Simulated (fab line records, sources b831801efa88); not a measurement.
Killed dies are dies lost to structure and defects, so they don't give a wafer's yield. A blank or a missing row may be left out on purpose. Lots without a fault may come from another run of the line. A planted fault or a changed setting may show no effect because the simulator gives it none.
Problem report in the 8D (eight disciplines) form, filled by code | flow sky130 | the parts of the form that need people (team, actions taken, sign-off) are left out

1. THE PROBLEM
heater_power_total_W at SKY_LDD_LDN_SOFTBAKE_03 reads a mean of 54.52 W on 6 wafers of 2 lots; wafers without a fault read 56.60 W with a standard deviation of 0.046. That is -45 standard deviations from the usual mean.
The step: time 60 s.
First seen on wafer L570.1, day 26 04:17, on litho_track-03. The record holds 33 wafers of 11 lots with a number at this step. Rule for "out", or "out of limits": more than 4 standard deviations from the usual mean. The other wafers with a number count as sound.

2. WHAT IT IS AND WHAT IT IS NOT
question                    | is                                 | is not
which readings at this step | heater_power_total_W, plate_temp_C | -
which lots                  | L570, L573                         | L559, L561, L562, L566, L567, L568, L569, L579, L580
which wafers of those lots  | all that have a number             | -
read on which tools         | litho_track-03                     | litho_track-01, litho_track-02
when                        | from day 26 04:17                  | up to then (21 sound wafers); but 6 sound wafers of L579, L580 came after

3. SUSPECTS, AND WHAT RULES EACH OUT
Counting: a tool at a process step up to the reading stays a suspect if it ran every lot that is out and no sound lot after the first of them.
- litho_track-03 at SKY_LDD_LDN_SOFTBAKE_03 (time 60 s): kept. It ran every lot that is out, first L570 (day 26 04:17), and no sound lot after that; its last sound lot up to then is L568 (day 25 15:16). Its own readings are out on those wafers: heater_power_total_W, plate_temp_C.
Left after counting: litho_track-03 at SKY_LDD_LDN_SOFTBAKE_03.

4. THE CAUSE (what the simulator had put in)
Process parameter drift: litho_track-03, from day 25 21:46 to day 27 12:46, at SKY_LDD_LDN_SOFTBAKE_03. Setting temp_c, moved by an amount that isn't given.
Counting left only this tool.

5. THE CHAIN OF EFFECTS, in route order
Each row: a reading whose mean over the struck wafers that have a number lies more than 3 standard deviations from the usual. Only readings for which the record gives a usual standard deviation are gone through. hours: the time from each lot's start at the first step in this table that gives one to its start at this step, as a median over the lots. sigmas: the change in usual standard deviations.
hours | step                    | reading                  | usual   | on struck wafers | change | sigmas
0     | SKY_LDD_LDN_SOFTBAKE_03 | heater_power_total_W     | 56.60 W | 54.52            | -2.08  | -45
0     | SKY_LDD_LDN_SOFTBAKE_03 | plate_temp_C             | 90.02 C | 87.60            | -2.42  | -22
16    | SKY_LDD_LDN_STRIP_12    | strip_time_to_endpoint_s | 14.32 s | 14.42            | +0.10  | +3.0
The process steps in it:
- SKY_LDD_LDN_SOFTBAKE_03: time 60 s.
- SKY_LDD_LDN_STRIP_12: strips in O2/N2.

6. WHAT WOULD HAVE CAUGHT IT SOONER
In this record the first reading out of limits was taken at day 26 04:17, 7 hours after the fault began at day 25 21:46.
